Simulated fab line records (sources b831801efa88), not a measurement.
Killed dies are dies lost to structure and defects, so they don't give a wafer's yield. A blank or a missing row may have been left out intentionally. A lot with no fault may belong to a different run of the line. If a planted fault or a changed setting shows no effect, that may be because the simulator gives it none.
Code-filled problem report in 8D (eight disciplines) form || flow sky130 || the parts of the form that need people (team, actions taken, sign-off) are left out

1. WHAT IS WRONG
Across 6 wafers from 2 lots, SD_N_RS at SKY_SD_N_RS_MEAS_16 averages 66.94 ohm/sq, while fault-free wafers read 68.61 ohm/sq with a standard deviation of 0.16. That puts it -10 standard deviations away from the usual mean.
The step: measures by four-point-probe.
The first sign was on wafer L885.1 at day 34 01:35, on film_metro-01. At this step, 30 wafers from 10 lots have a number in the record. Rule for "out", or "out of limits": more than 4 standard deviations from the usual mean. The rest of the wafers with a number are treated as sound.

2. WHAT THIS IS AND IS NOT
{"question": "which readings at this step", "is": "SD_N_RS", "is not": "-"}
{"question": "which lots", "is": "L885, L886", "is not": "L867, L869, L870, L873, L874, L876, L879, L880"}
{"question": "which wafers of those lots", "is": "all that have a number", "is not": "-"}
{"question": "read on which gauges", "is": "film_metro-01, film_metro-03", "is not": "film_metro-02"}
{"question": "when", "is": "from day 34 01:35", "is not": "up to then (24 sound wafers)"}

3. THE SUSPECTS, EACH WITH WHAT RULES IT OUT
Counting: a tool at any process step up to the reading remains a suspect when it ran all the lots that are out and ran no sound lot after the first of those.
- the gauge at SKY_SD_N_RS_MEAS_16 is ruled out. The wafers that are out were read on 2 gauges (film_metro-01, film_metro-03).
- plasma_asher-03 at SKY_LDD_P_STRIP_10 (strips in O2/N2): kept. All lots that are out passed through it, beginning with L885 at day 25 17:32, and no sound lot followed; its final sound lot before that point was L873 at day 21 08:29.
- implanter-01 at SKY_SD_N_IMPLANT_09: kept. All lots that are out passed through it, beginning with L885 at day 34 00:54, and no sound lot followed; its final sound lot before that point was L880 at day 32 11:03. Out on those wafers are its own readings of beam_energy_keV.
The count leaves implanter-01 at SKY_SD_N_IMPLANT_09 and plasma_asher-03 at SKY_LDD_P_STRIP_10.

4. THE CAUSE (what the simulator had put in)
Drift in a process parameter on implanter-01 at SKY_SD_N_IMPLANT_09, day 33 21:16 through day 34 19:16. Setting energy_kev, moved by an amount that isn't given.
Of the 2 suspects that counting leaves, this tool is one.

5. THE CHAIN OF EFFECTS, in route order
Each row: a reading whose mean over the struck wafers that have a number lies more than 3 standard deviations from the usual. Scope: only readings with a usual standard deviation given in the record; hours: median across lots of the time from each lot's start at the first step in this table that gives one to its start at this step; sigmas: change in usual standard deviations.
{"hours": 0, "step": "SKY_SD_N_IMPLANT_09", "reading": "beam_energy_keV", "usual": 50.004, "on struck wafers": 52.498, "change": "+2.494", "sigmas": "+99 or more"}
{"hours": 0, "step": "SKY_SD_N_STRIP_11", "reading": "strip_time_to_endpoint_s", "usual": "22.54 s", "on struck wafers": 22.99, "change": "+0.45", "sigmas": "+8.5"}
{"hours": 1, "step": "SKY_SD_N_RS_MEAS_16", "reading": "SD_N_RS", "usual": "68.61 ohm/sq", "on struck wafers": 66.94, "change": -1.67, "sigmas": -10}
Its process steps:
- SKY_SD_N_IMPLANT_09
- SKY_SD_N_STRIP_11: strips in O2/N2.

6. HOW IT WOULD HAVE BEEN CAUGHT EARLIER
In this record the first reading out of limits at a measuring or inspecting step was taken at day 34 01:35, 4 hours after the fault began at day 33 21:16.
Tool's own readings at SKY_SD_N_IMPLANT_09, beam_energy_keV: out on all struck wafers the step has rows for; an alarm limit on them would have tripped on the first.
Lots out: 2; of these, L886 started SKY_SD_N_IMPLANT_09 on implanter-01 after day 34 01:35. A tool hold placed at that time would have kept it from harm.
